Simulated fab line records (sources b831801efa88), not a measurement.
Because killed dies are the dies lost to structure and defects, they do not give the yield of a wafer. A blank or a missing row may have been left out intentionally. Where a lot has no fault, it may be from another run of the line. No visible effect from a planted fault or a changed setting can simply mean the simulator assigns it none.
The tool behind it: which one? :: flow gf180mcu :: 12 lots, 36 wafers sampled, at 5 steps of a route of 602

WHAT THE GAUGES SHOWED, per wafer
GF_HV_LDD_TW_MEAS_38. Usual: HV_LDD_3_TW gives 1448 (standard deviation 22).
lot: L517
measured: day 11 19:10
on: film_metro-01
HV_LDD_3_TW: 1464 1463 1457
flag: 

lot: L518
measured: day 12 03:34
on: film_metro-01
HV_LDD_3_TW: 1475 1471 1471
flag: 

lot: L522
measured: day 13 17:58
on: film_metro-01
HV_LDD_3_TW: 1464 1466 1470
flag: 

lot: L521
measured: day 13 18:08
on: film_metro-03
HV_LDD_3_TW: 1415 1415 1423
flag: 

lot: L523
measured: day 14 04:29
on: film_metro-03
HV_LDD_3_TW: 1422 1425 1425
flag: 

lot: L527
measured: day 15 08:59
on: film_metro-04
HV_LDD_3_TW: 1430 1426 1421
flag: 

lot: L528
measured: day 15 11:33
on: film_metro-04
HV_LDD_3_TW: 1425 1423 1426
flag: 

lot: L533
measured: day 16 21:43
on: film_metro-01
HV_LDD_3_TW: 1464 1464 1464
flag: 

lot: L534
measured: day 17 07:32
on: film_metro-01
HV_LDD_3_TW: 1360 1361 1366
flag: OFF

lot: L535
measured: day 17 19:27
on: film_metro-01
HV_LDD_3_TW: 1358 1369 1362
flag: OFF

lot: L537
measured: day 18 08:55
on: film_metro-03
HV_LDD_3_TW: 1421 1428 1426
flag: 

lot: L539
measured: day 19 04:28
on: film_metro-03
HV_LDD_3_TW: 1420 1417 1414
flag: 

GF_HV_LDD_RS_MEAS_53: measures by four-point-probe. Usual: HV_LDD_RS gives 418.7 ohm/sq (standard deviation 0.79).
lot: L517
measured: day 12 14:31
on: film_metro-03
HV_LDD_RS (ohm/sq): 418.0 418.9 416.6
flag: 

lot: L518
measured: day 12 22:49
on: film_metro-01
HV_LDD_RS (ohm/sq): 418.6 419.7 419.8
flag: 

lot: L522
measured: day 14 15:07
on: film_metro-04
HV_LDD_RS (ohm/sq): 417.9 417.4 417.8
flag: 

lot: L521
measured: day 14 15:13
on: film_metro-01
HV_LDD_RS (ohm/sq): 418.0 417.3 418.2
flag: 

lot: L523
measured: day 15 02:21
on: film_metro-01
HV_LDD_RS (ohm/sq): 419.7 419.6 419.4
flag: 

lot: L527
measured: day 16 07:44
on: film_metro-04
HV_LDD_RS (ohm/sq): 417.6 417.6 418.7
flag: 

lot: L528
measured: day 16 09:57
on: film_metro-01
HV_LDD_RS (ohm/sq): 419.6 419.2 418.1
flag: 

lot: L533
measured: day 17 21:09
on: film_metro-01
HV_LDD_RS (ohm/sq): 420.3 419.2 419.1
flag: 

lot: L534
measured: day 18 07:34
on: film_metro-04
HV_LDD_RS (ohm/sq): 436.9 436.4 436.7
flag: OFF

lot: L535
measured: day 18 19:47
on: film_metro-03
HV_LDD_RS (ohm/sq): 435.8 437.4 436.5
flag: OFF

lot: L537
measured: day 19 09:19
on: film_metro-03
HV_LDD_RS (ohm/sq): 419.2 419.4 419.2
flag: 

lot: L539
measured: day 20 04:34
on: film_metro-04
HV_LDD_RS (ohm/sq): 419.8 420.4 418.9
flag: 

GF_PSD_TW_MEAS_11. Usual: PSD_TW gives 3189 (standard deviation 45).
lot: L517
measured: day 14 10:10
on: film_metro-01
PSD_TW: 3252 3253 3260
flag: 

lot: L518
measured: day 14 18:27
on: film_metro-01
PSD_TW: 3240 3252 3250
flag: 

lot: L522
measured: day 16 14:37
on: film_metro-04
PSD_TW: 3147 3138 3154
flag: 

lot: L521
measured: day 16 15:56
on: film_metro-04
PSD_TW: 3140 3144 3143
flag: 

lot: L523
measured: day 17 02:50
on: film_metro-02
PSD_TW: 3176 3189 3178
flag: 

lot: L527
measured: day 18 08:56
on: film_metro-02
PSD_TW: 3155 3145 3156
flag: 

lot: L528
measured: day 18 10:27
on: film_metro-01
PSD_TW: 3254 3252 3259
flag: 

lot: L533
measured: day 20 00:58
on: film_metro-01
PSD_TW: 3236 3267 3247
flag: 

lot: L534
measured: day 20 10:34
on: film_metro-02
PSD_TW: 3170 3188 3177
flag: 

lot: L535
measured: day 20 23:38
on: film_metro-04
PSD_TW: 3146 3151 3161
flag: 

lot: L537
measured: day 21 12:38
on: film_metro-01
PSD_TW: 3273 3286 3275
flag: 

lot: L539
measured: day 22 08:00
on: film_metro-02
PSD_TW: 3175 3193 3184
flag: 

WHICH TOOL RAN EACH LOT (tool, then ch and the chambers of the sampled wafers, then the start)
lot: L517
GF_HV_LDD_STRIP_10: plasma_asher-02 ch 0,1, day 10 06:20
GF_HV_LDD_IMPLANT_35: implanter-03 ch 0, day 11 18:46

lot: L518
GF_HV_LDD_STRIP_10: plasma_asher-01 ch 0,1, day 10 13:50
GF_HV_LDD_IMPLANT_35: implanter-03 ch 0, day 12 03:10

lot: L522
GF_HV_LDD_STRIP_10: plasma_asher-02 ch 0, day 12 01:04
GF_HV_LDD_IMPLANT_35: implanter-03 ch 0, day 13 17:34

lot: L521
GF_HV_LDD_STRIP_10: plasma_asher-01 ch 0,1, day 12 01:13
GF_HV_LDD_IMPLANT_35: implanter-04 ch 0, day 13 17:45

lot: L523
GF_HV_LDD_STRIP_10: plasma_asher-02 ch 0,1, day 12 10:56
GF_HV_LDD_IMPLANT_35: implanter-02 ch 0, day 14 04:05

lot: L527
GF_HV_LDD_STRIP_10: plasma_asher-01 ch 0, day 13 14:13
GF_HV_LDD_IMPLANT_35: implanter-03 ch 0, day 15 08:36

lot: L528
GF_HV_LDD_STRIP_10: plasma_asher-03 ch 0,1, day 13 16:22
GF_HV_LDD_IMPLANT_35: implanter-02 ch 0, day 15 11:11

lot: L533
GF_HV_LDD_STRIP_10: plasma_asher-02 ch 0,1, day 15 01:01
GF_HV_LDD_IMPLANT_35: implanter-03 ch 0, day 16 21:19

lot: L534
GF_HV_LDD_STRIP_10: plasma_asher-01 ch 0,1, day 15 09:55
GF_HV_LDD_IMPLANT_35: implanter-03 ch 0, day 17 07:08

lot: L535
GF_HV_LDD_STRIP_10: plasma_asher-03 ch 0,1, day 15 21:58
GF_HV_LDD_IMPLANT_35: implanter-03 ch 0, day 17 19:03

lot: L537
GF_HV_LDD_STRIP_10: plasma_asher-03 ch 0, day 16 10:22
GF_HV_LDD_IMPLANT_35: implanter-04 ch 0, day 18 08:31

lot: L539
GF_HV_LDD_STRIP_10: plasma_asher-01 ch 0,1, day 17 04:14
GF_HV_LDD_IMPLANT_35: implanter-04 ch 0, day 19 04:04
- GF_HV_LDD_STRIP_10: strips in O2/N2.
- GF_HV_LDD_IMPLANT_35

AS READ BY THE TOOLS THEMSELVES (means over the sampled wafers that have a number; for cases with no such wafer, the mark the record gives instead)
GF_HV_LDD_STRIP_10. Usual: drypump_motor_current_A 5.7 A, standard deviation 0.5; heater_power_w 359 W, standard deviation 23; oes_product_au 0.716 a.u., standard deviation 0.0045; strip_time_to_endpoint_s 12.63 s, standard deviation 0.032.
lot: L517
tool: plasma_asher-02
drypump_motor_current_A (A): 6.0
heater_power_w (W): 359
oes_product_au (a.u.): 0.719
strip_time_to_endpoint_s (s): 12.60
flag: 

lot: L518
tool: plasma_asher-01
drypump_motor_current_A (A): 5.5
heater_power_w (W): 378
oes_product_au (a.u.): 0.715
strip_time_to_endpoint_s (s): 12.61
flag: 

lot: L522
tool: plasma_asher-02
drypump_motor_current_A (A): 5.9
heater_power_w (W): 373
oes_product_au (a.u.): 0.718
strip_time_to_endpoint_s (s): 12.63
flag: 

lot: L521
tool: plasma_asher-01
drypump_motor_current_A (A): 5.5
heater_power_w (W): 376
oes_product_au (a.u.): 0.716
strip_time_to_endpoint_s (s): 12.60
flag: 

lot: L523
tool: plasma_asher-02
drypump_motor_current_A (A): 6.0
heater_power_w (W): 351
oes_product_au (a.u.): 0.713
strip_time_to_endpoint_s (s): 12.60
flag: 

lot: L527
tool: plasma_asher-01
drypump_motor_current_A (A): 5.9
heater_power_w (W): 381
oes_product_au (a.u.): 0.716
strip_time_to_endpoint_s (s): 12.66
flag: 

lot: L528
tool: plasma_asher-03
drypump_motor_current_A (A): 5.8
heater_power_w (W): 357
oes_product_au (a.u.): 0.715
strip_time_to_endpoint_s (s): 12.69
flag: 

lot: L533
tool: plasma_asher-02
drypump_motor_current_A (A): 5.9
heater_power_w (W): 363
oes_product_au (a.u.): 0.717
strip_time_to_endpoint_s (s): 12.63
flag: 

lot: L534
tool: plasma_asher-01
drypump_motor_current_A (A): 5.1
heater_power_w (W): 380
oes_product_au (a.u.): 0.717
strip_time_to_endpoint_s (s): 12.60
flag: 

lot: L535
tool: plasma_asher-03
drypump_motor_current_A (A): 5.8
heater_power_w (W): 356
oes_product_au (a.u.): 0.712
strip_time_to_endpoint_s (s): 12.63
flag: 

lot: L537
tool: plasma_asher-03
drypump_motor_current_A (A): 5.4
heater_power_w (W): 328
oes_product_au (a.u.): 0.711
strip_time_to_endpoint_s (s): 12.63
flag: 

lot: L539
tool: plasma_asher-01
drypump_motor_current_A (A): 5.2
heater_power_w (W): 375
oes_product_au (a.u.): 0.716
strip_time_to_endpoint_s (s): 12.64
flag: 

GF_HV_LDD_IMPLANT_35. Usual: beam_on_s 9.99 s, standard deviation 0.18; dose_ions_cm2 7.501e+12, standard deviation 7.9e+09; faraday_current_uA 42.3, standard deviation 0.77; tilt_deg 29.997 degrees, standard deviation 0.018.
lot: L517
tool: implanter-03
beam_on_s (s): 9.94
dose_ions_cm2: 7.504e+12
faraday_current_uA: 42.5
tilt_deg (degrees): 29.997
flag: 

lot: L518
tool: implanter-03
beam_on_s (s): 9.85
dose_ions_cm2: 7.495e+12
faraday_current_uA: 42.9
tilt_deg (degrees): 29.985
flag: 

lot: L522
tool: implanter-03
beam_on_s (s): 10.04
dose_ions_cm2: 7.508e+12
faraday_current_uA: 42.1
tilt_deg (degrees): 30.002
flag: 

lot: L521
tool: implanter-04
beam_on_s (s): 9.93
dose_ions_cm2: 7.498e+12
faraday_current_uA: 42.7
tilt_deg (degrees): 29.999
flag: 

lot: L523
tool: implanter-02
beam_on_s (s): 9.96
dose_ions_cm2: 7.505e+12
faraday_current_uA: 42.4
tilt_deg (degrees): 30.014
flag: 

lot: L527
tool: implanter-03
beam_on_s (s): 9.96
dose_ions_cm2: 7.495e+12
faraday_current_uA: 42.5
tilt_deg (degrees): 30.002
flag: 

lot: L528
tool: implanter-02
beam_on_s (s): 10.10
dose_ions_cm2: 7.505e+12
faraday_current_uA: 41.9
tilt_deg (degrees): 29.994
flag: 

lot: L533
tool: implanter-03
beam_on_s (s): 10.01
dose_ions_cm2: 7.504e+12
faraday_current_uA: 42.3
tilt_deg (degrees): 30.012
flag: 

lot: L534
tool: implanter-03
beam_on_s (s): 9.91
dose_ions_cm2: 1.223e+12
faraday_current_uA: 7.0
tilt_deg (degrees): 29.986
flag: OFF

lot: L535
tool: implanter-03
beam_on_s (s): 10.06
dose_ions_cm2: 1.236e+12
faraday_current_uA: 6.9
tilt_deg (degrees): 30.006
flag: OFF

lot: L537
tool: implanter-04
beam_on_s (s): 9.77
dose_ions_cm2: 7.499e+12
faraday_current_uA: 43.3
tilt_deg (degrees): 30.014
flag: 

lot: L539
tool: implanter-04
beam_on_s (s): 9.92
dose_ions_cm2: 7.500e+12
faraday_current_uA: 42.4
tilt_deg (degrees): 29.998
flag: 

THE ANSWER, worked out from the rows above alone
Rule: lot off if the mean of its wafers having a number is beyond 3 standard deviations from the usual mean. Also off: a lot with no number at a reading for which 4 or more lots have one. Any other lot the step has rows for is counted as sound. After the gauges, taken in route order, come the tools' own readings; for these a lot's mean is taken, as printed above. The first step at which some lot is off is used, and at that step the reading that is off furthest; a lot without a number counts as furthest.
Off: L534, L535, at GF_HV_LDD_TW_MEAS_38 (HV_LDD_3_TW).
A tool fits if, at a process step before that reading, it ran every lot that is off, and no sound lot after the first of them. The gauges at GF_HV_LDD_TW_MEAS_38 aren't tried: what is off there is off at GF_HV_LDD_RS_MEAS_53 too, on other tools, and a gauge's error can't cause that. One fits: GF_HV_LDD_IMPLANT_35 on implanter-03. Its last sound lot is L533 (day 16 21:19), its first lot that is off L534 (day 17 07:08): a fault that began between those two fits.
The tool's own readings at GF_HV_LDD_IMPLANT_35 bear it out: on the lots that are off they differ by more than 5 times the standard deviation of the sound lots' means. dose_ions_cm2 reads 1.230e+12 there against 7.501e+12 on the sound lots; faraday_current_uA reads 7.0 there against 42.5 on the sound lots.

WHAT THE SIMULATOR PUT IN
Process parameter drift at GF_HV_LDD_IMPLANT_35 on implanter-03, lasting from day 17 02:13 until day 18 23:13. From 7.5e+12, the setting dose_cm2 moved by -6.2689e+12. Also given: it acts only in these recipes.
Lots struck among those shown: L534, L535. The rule above reached the same finding.
